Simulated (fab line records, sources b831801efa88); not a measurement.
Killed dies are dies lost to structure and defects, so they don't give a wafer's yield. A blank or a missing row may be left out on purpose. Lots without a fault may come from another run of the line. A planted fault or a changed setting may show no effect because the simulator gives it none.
A struck lot beside a sound one | flow sky130 | 15 steps out of a route of 708
Sound: wafers L103.1, L103.3, L103.5. Struck: wafers L101.3, L101.5, L101.6. The cause comes at the end.
At each step with rows: each side's tool, then ch and its chambers, then its first start. Under that, the readings that differ: sound wafers | struck wafers | difference of the means | sigmas: that difference in standard deviations of wafers without a fault.
alike: readings whose means differ by less than 2 such deviations, and words and numbers that are the same on both sides. not compared: withheld readings, readings that some wafer has no value for, bounds like >300 that may hide the same value, and numbers for which the record gives no deviation and whose values overlap.
The two part at a step that has a row with sigmas, a row that says differs or no value, or rows on one side only. Numbers that don't overlap but have no deviation are shown without sigmas and don't part them. A reading that every wafer of one side lacks parts them only if that side has two wafers or more.

first, 4 steps without rows for these wafers: SKY_LI_CONTACT_SOFTBAKE_08 (time 90 s); SKY_LI_CONTACT_EXPOSE_09 (exposes mask LICM1, target cd 170 nm); SKY_LI_CONTACT_PEB_10; SKY_LI_CONTACT_DEVELOP_11 (develop time 60 s).
SKY_LI_CONTACT_CD_MEAS_12: target cd 170 nm.
  sound on cd_sem-02, day 33 17:25; struck on cd_sem-02, day 33 08:34
  alike: cd_nm
SKY_LI_CONTACT_OVL_MEAS_13:
  sound on overlay-02, day 33 17:32; struck on overlay-02, day 33 08:40
  alike: LI_CONTACT_OVL
SKY_LI_CONTACT_ETCH_14: etches BARC in N2/H2, stops on SiO2, time 45.9 s, target depth 60 nm.
  sound on rie_diel-04 ch 0,1, day 33 17:34; struck on rie_diel-04 ch 0,1,3, day 33 08:41
  alike: drypump_motor_current_A, oes_product_au, throttle_valve_pct
  not compared: rf_hours_counter_h
SKY_LI_CONTACT_ETCH_15: etches PSG in C4F8/O2/Ar, stops on Si, target depth 600 nm.
  sound on rie_diel-04 ch 0,1, day 33 17:37; struck on rie_diel-04 ch 0,1,3, day 33 08:44
  alike: oes_product_au
SKY_LI_CONTACT_STRIP_16: strips in O2/N2.
  sound on plasma_asher-04 ch 0,1, day 33 17:42; struck on plasma_asher-04 ch 0,1, day 33 08:50
  alike: drypump_motor_current_A, oes_product_au, strip_time_to_endpoint_s
  not compared: rf_hours_counter_h
then, 2 steps without rows for these wafers: SKY_LI_CONTACT_CLEAN_17 (cleans in NMP, time 600 s); SKY_LI_CONTACT_PRE_CLEAN_18 (time 5.6 s).
SKY_LI_CONTACT_SPUTTER_19: material Ti, target thk 20 nm, time 106.37 s.
  sound on pvd_sputter-01, day 33 17:59; struck on pvd_sputter-02, day 33 09:07
  alike: throttle_valve_pct
SKY_LI_CONTACT_SPUTTER_20: material TiN, target thk 20 nm, time 80 s.
  sound on pvd_sputter-01, day 33 18:04; struck on pvd_sputter-02, day 33 09:12
  reading                                        | sound             | struck            | difference | sigmas
  model.TiN_of_LI_CONTACT_SPUTTER_20.thk_nm (nm) | 20.18 20.01 20.07 | 7.177 7.343 7.531 | -12.736    |
  alike: throttle_valve_pct
SKY_LI_CONTACT_CVD_21: deposits W, target thk 400 nm, time 120.56 s.
  sound on cvd_w-02 ch 0,1, day 33 18:08; struck on cvd_w-02 ch 0, day 33 09:20
  alike: heater_power_w
-- the record jumps here: 16 days lie between the struck wafers' starts before and after (it left off in module LI_CONTACT and takes up again in module PAD_OPEN, whose first step shown is number 708 of the route) --
SKY_PAD_OPEN_PROBE_99:
  sound on prober-02, day 49 06:06; struck on prober-01, day 48 23:50
  reading                                 | sound             | struck            | difference | sigmas
  model.etest.licon_ndiff.rc_ohm          | 183.7 186.7 190.6 | 347.9 338.3 332.5 | +152.6     |
  model.etest.nfet_g5v0d10v5.r_on_ohm_um  | 1862 1881 1865    | 2009 2007 1989    | +132       |
  model.etest.licon_pdiff.rc_ohm          | 568 605.2 609.5   | 719.6 741.1 717.2 | +131.7     |
  model.etest.nfet_01v8.r_on_ohm_um       | 834.5 861.7 838.5 | 958.1 951.2 946.9 | +107.2     |
  model.etest.sonos_uncharged.r_on_ohm_um | 807.1 814.7 821.8 | 911.5 908.5 908.8 | +95.1      |
  model.etest.licon_poly.rc_ohm           | 152.5 156.7 151.8 | 248.5 250.5 235.2 | +91.1      |
  model.etest.licon_high_po.rc_ohm        | 363.4 377 343.7   | 408.9 427 409.8   | +53.9      |
  model.etest.ring_1v8.delay_ps           | 21.09 21.37 21.12 | 21.83 21.82 21.52 | +0.53      |
  alike: killed_at_M0_to_M3, killed_at_M4_up, killed_at_contacts, killed_at_front_end, killed_at_other, killed_dies, killed_open, killed_short

WHERE THEY PART
Nowhere in this record.

WHY: what the simulator had put in
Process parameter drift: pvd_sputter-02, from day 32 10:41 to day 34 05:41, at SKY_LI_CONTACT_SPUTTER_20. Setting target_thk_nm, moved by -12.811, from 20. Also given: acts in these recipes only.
